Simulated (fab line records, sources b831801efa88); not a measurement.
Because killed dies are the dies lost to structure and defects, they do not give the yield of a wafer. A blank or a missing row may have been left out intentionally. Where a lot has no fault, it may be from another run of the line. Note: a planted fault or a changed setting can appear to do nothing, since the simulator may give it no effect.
Which of the tools did it?    flow gf180mcu    13 lots with 39 wafers sampled at 6 steps, on a route of 602 steps

## WHAT EACH GAUGE READ, for each wafer
GF_NSD_TW_MEAS_12.
lot   measured      on             NSD_TW
L857  day 13 08:38  film-metro-04  4219 4225 4226
L859  day 13 21:47  film-metro-02  4277 4281 4264
L863  day 15 15:42  film-metro-01  4327 4330 4301
L862  day 15 17:50  film-metro-04  4218 4202 4219
L864  day 16 02:50  film-metro-02  4226 4261 4228
L865  day 16 03:13  film-metro-01  4343 4324 4340
L866  day 16 14:15  film-metro-01  4308 4327 4351
L868  day 17 09:14  film-metro-01  4351 4345 4350
L869  day 17 10:40  film-metro-02  4237 4245 4255
L871  day 18 01:26  film-metro-04  4187 4214 4212
L872  day 18 14:30  film-metro-04  4223 4217 4240
L874  day 19 00:14  film-metro-04  4197 4201 4209
L880  day 21 07:59  film-metro-01  4399 4377 4402

GF_PSD_RS_MEAS_14: measures by four-point-probe.
lot   measured      on             NSD_RS (ohm/sq)
L857  day 14 05:29  film-metro-01  46.11 46.17 46.18
L859  day 14 18:39  film-metro-04  46.25 46.21 46.16
L863  day 16 14:49  film-metro-02  46.24 46.20 46.15
L862  day 16 16:08  film-metro-02  46.32 46.17 46.25
L864  day 17 03:02  film-metro-01  46.22 46.12 46.15
L865  day 17 03:16  film-metro-02  46.25 46.31 46.35
L866  day 17 12:59  film-metro-02  46.15 46.12 46.13
L868  day 18 09:08  film-metro-02  46.14 46.19 46.14
L869  day 18 10:40  film-metro-04  46.10 46.19 46.16
L871  day 19 02:17  film-metro-02  40.30 40.35 40.33
L872  day 19 14:43  film-metro-01  46.30 46.17 46.12
L874  day 20 01:10  film-metro-04  40.47 40.44 40.41
L880  day 22 08:11  film-metro-04  46.09 46.08 45.96

GF_PSD_RS_MEAS_15: measures by four-point-probe.
lot   measured      on             PSD_RS (ohm/sq)
L857  day 14 05:36  film-metro-01  108.6 108.6 108.7
L859  day 14 18:46  film-metro-04  108.9 109.1 109.0
L863  day 16 14:56  film-metro-02  109.0 108.8 108.7
L862  day 16 16:15  film-metro-02  108.8 109.0 109.0
L864  day 17 03:10  film-metro-01  108.7 108.9 108.9
L865  day 17 03:23  film-metro-02  108.9 109.0 108.9
L866  day 17 13:07  film-metro-02  109.1 108.8 108.9
L868  day 18 09:16  film-metro-02  108.6 108.8 108.9
L869  day 18 10:47  film-metro-04  108.5 109.0 108.6
L871  day 19 02:24  film-metro-02  92.2 92.1 92.1
L872  day 19 14:50  film-metro-01  108.8 108.6 108.7
L874  day 20 01:17  film-metro-04  92.5 92.3 92.3
L880  day 22 08:19  film-metro-04  108.0 108.2 108.0

GF_CONTACT_THK_MEAS_01.
lot   measured      on             CONTACT_CVD_00_THK (nm)
L857  day 15 03:41  film-metro-04  299 294 298
L859  day 15 16:48  film-metro-01  292 291 293
L863  day 17 13:41  film-metro-01  305 300 305
L862  day 17 15:03  film-metro-04  302 302 304
L864  day 18 02:31  film-metro-04  303 297 295
L865  day 18 02:46  film-metro-01  304 301 301
L866  day 18 13:40  film-metro-04  304 302 306
L868  day 19 10:14  film-metro-03  300 296 301
L869  day 19 12:00  film-metro-03  303 300 300
L871  day 20 03:54  film-metro-04  300 301 299
L872  day 20 15:41  film-metro-04  299 298 298
L874  day 21 02:30  film-metro-04  293 301 298
L880  day 23 08:33  film-metro-03  299 300 303

## WHICH TOOL RAN EACH LOT (tool, then ch and the chambers of the sampled wafers, then the start)
lot   GF_PSD_RTA_13                     GF_SALICIDE_SPUTTER_03
L857  rtp-anneal-01 ch 0, day 14 05:24  pvd-sputter-03, day 15 03:09
L859  rtp-anneal-01 ch 0, day 14 18:34  pvd-sputter-03, day 15 16:10
L863  rtp-anneal-02 ch 0, day 16 14:44  pvd-sputter-04, day 17 13:06
L862  rtp-anneal-01 ch 0, day 16 16:02  pvd-sputter-01, day 17 14:30
L864  rtp-anneal-02 ch 0, day 17 02:57  pvd-sputter-03, day 18 01:58
L865  rtp-anneal-02 ch 0, day 17 03:10  pvd-sputter-04, day 18 02:11
L866  rtp-anneal-01 ch 0, day 17 12:55  pvd-sputter-03, day 18 13:05
L868  rtp-anneal-02 ch 0, day 18 09:03  pvd-sputter-03, day 19 09:41
L869  rtp-anneal-01 ch 0, day 18 10:35  pvd-sputter-01, day 19 11:26
L871  rtp-anneal-02 ch 0, day 19 02:11  pvd-sputter-03, day 20 03:16
L872  rtp-anneal-01 ch 0, day 19 14:38  pvd-sputter-03, day 20 15:08
L874  rtp-anneal-02 ch 0, day 20 01:05  pvd-sputter-03, day 21 01:57
L880  rtp-anneal-01 ch 0, day 22 08:07  pvd-sputter-01, day 23 08:01
- GF_PSD_RTA_13: time 20 s.
- GF_SALICIDE_SPUTTER_03: material TiN, target thk 20 nm, time 16.7 s.

## WHAT THE TOOLS THEMSELVES READ (means of the sampled wafers that have a number; where no wafer has one, the mark that the record gives instead)
GF_PSD_RTA_13.
lot   tool           lamp-power-pct (%)  wafer_temp_C_max
L857  rtp-anneal-01  33.8                1032.0
L859  rtp-anneal-01  33.8                1031.7
L863  rtp-anneal-02  29.5                1029.3
L862  rtp-anneal-01  33.8                1031.7
L864  rtp-anneal-02  29.5                1029.8
L865  rtp-anneal-02  29.5                1029.2
L866  rtp-anneal-01  33.8                1031.5
L868  rtp-anneal-02  29.5                1030.2
L869  rtp-anneal-01  33.8                1034.0
L871  rtp-anneal-02  32.7                1068.5
L872  rtp-anneal-01  33.8                1031.2
L874  rtp-anneal-02  32.7                1068.5
L880  rtp-anneal-01  33.7                1032.4

GF_SALICIDE_SPUTTER_03.
lot   tool            chamber-pressure-pa (Pa)  throttle-valve-pct (%)
L857  pvd-sputter-03  0.4003                    29.7
L859  pvd-sputter-03  0.3991                    29.9
L863  pvd-sputter-04  0.3992                    31.6
L862  pvd-sputter-01  0.4005                    28.7
L864  pvd-sputter-03  0.3997                    29.7
L865  pvd-sputter-04  0.3997                    30.3
L866  pvd-sputter-03  0.3994                    30.1
L868  pvd-sputter-03  0.4005                    29.2
L869  pvd-sputter-01  0.3999                    29.0
L871  pvd-sputter-03  0.4004                    30.2
L872  pvd-sputter-03  0.3994                    29.8
L874  pvd-sputter-03  0.3996                    30.2
L880  pvd-sputter-01  0.4001                    29.1

## THE ANSWER, worked out from the rows above alone
Rule: the usual values come from the lots themselves. The widest of any qualifying gaps counts: lots, ordered by their means at a reading, are off when they make up no more than a third of the lots, leave a main group of 4 or more, and stand apart from it by 3 or more times the standard deviation of that group's means. Not used: any main group whose means are identical at the precision the tables above print for the reading. Also off: a lot with no number at a reading for which 4 or more lots have one. Where the step has rows for the other lots, those lots are counted as sound. Order of review: gauges by route order, followed by the tools' own readings, for which a lot's mean as printed above is used. The first step at which some lot is off is used, and at that step the reading that is off furthest; a lot without a number counts as furthest.
Off: at GF_PSD_RS_MEAS_14 (NSD_RS), L871, L874. For the main group the mean is 46.18 ohm/sq and the standard deviation 0.063.
A tool fits if, at a process step before that reading, it ran every lot that is off, and no sound lot after the first of them. The gauges at GF_PSD_RS_MEAS_14 aren't tried: what is off there is off at GF_PSD_RTA_13 too, on other tools, and a gauge's error can't cause that. One fits: GF_PSD_RTA_13 on rtp-anneal-02. A fault onset in the window from L868 (day 18 09:03, its last sound lot) to L871 (day 19 02:11, its first lot off) fits.
The tool's own readings at GF_PSD_RTA_13 bear it out: on the lots that are off they differ by more than 5 times the standard deviation of the sound lots' means. wafer_temp_C_max reads 1068.5 there against 1031.2 on the sound lots.

## WHAT WAS PUT IN BY THE SIMULATOR
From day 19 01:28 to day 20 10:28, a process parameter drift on rtp-anneal-02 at GF_PSD_RTA_13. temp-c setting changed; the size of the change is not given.
Lots struck among those shown: L871, L874. The rule above found the same.
